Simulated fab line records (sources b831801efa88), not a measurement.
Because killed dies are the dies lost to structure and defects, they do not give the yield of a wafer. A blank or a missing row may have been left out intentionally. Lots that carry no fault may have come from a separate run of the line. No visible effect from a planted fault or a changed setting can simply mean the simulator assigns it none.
A single fault, viewed from 2 desks ; flow gf180mcu ; numbers are kept per desk, each desk with only its own; the story behind them comes last

## METROLOGY DESK
What the gauges read for every lot (on any tool): the sampled wafers with a number, averaged. Any lot whose mean is over 4 standard deviations away from the usual mean is out of limits and marked OUT; that distance is given in the brackets.
Columns: A = V5_OVL at GF_V5_OVL_MEAS_15, usual 0 nm; B = cd_nm at GF_TOP_METAL_CD_MEAS_14, usual 440.0 nm
lot;first seen here;A;B
L343;day 26 22:50;-8;442.4
L344;day 27 14:50;0;440.9
L345;day 27 16:25;-2;438.7
L347;day 28 10:40;8;442.5
L348;day 28 22:02;-3;441.5
L349;day 29 09:32;-3;437.2
L350;day 29 13:11;8;440.7
L351;day 29 13:43;-2;440.0
L353;day 30 07:11;3;439.2
L354;day 30 15:07;-2;443.5
L355;day 30 18:52;-5;440.4
L357;day 31 07:26;-3;438.1
L366;day 33 19:05;9;406.1 (-17) OUT
This desk's verdict: out of limits on L366, starting with L366 at day 34 11:09 (cd_nm at GF_TOP_METAL_CD_MEAS_14). In limits: L343, L344, L345, L347, L348, L349, L350, L351, L353, L354, L355, L357.

## AT THE TOOL OWNER'S DESK: iline_stepper-01
The tool's own readings at GF_TOP_METAL_EXPOSE_11 (exposes mask MetalTop, target cd 440 nm): means of the sampled wafers that have a number, for each lot that ran on this tool. Any lot whose mean is over 4 standard deviations away from the usual mean is out of limits and marked OUT; that distance is given in the brackets.
Columns: A = exposure_dose_mJ_cm2 at GF_TOP_METAL_EXPOSE_11, usual 170.00
lot;first seen here;A
L343;day 27 10:55;169.75
L344;day 28 02:32;170.04
L345;day 28 04:00;170.07
L347;day 28 22:11;169.78
L348;day 29 09:06;169.86
L349;day 29 21:24;169.93
L350;day 30 00:20;170.15
L355;day 31 05:23;169.88
L366;day 34 03:53;154.50 (-91) OUT
This desk's verdict: out of limits on L366, starting with L366 at day 34 03:53 (exposure_dose_mJ_cm2 at GF_TOP_METAL_EXPOSE_11). In limits: L343, L344, L345, L347, L348, L349, L350, L355.

## BROUGHT TOGETHER
On L366, at day 34 03:53, an alarm was possible from the tool owner's desk.
On L366, the metrology desk was in a position to raise an alarm at day 34 11:09.
Every lot named ran GF_TOP_METAL_EXPOSE_11 on iline_stepper-01.

## WHAT WAS PUT IN BY THE SIMULATOR
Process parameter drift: iline_stepper-01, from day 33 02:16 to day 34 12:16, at GF_TOP_METAL_EXPOSE_11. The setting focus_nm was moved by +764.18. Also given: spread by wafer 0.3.
Shown lots that were struck: L366.
Counting hours from when the fault started, the first reading out of limits came at 26 for the tool owner's desk and at 33 for the metrology desk.
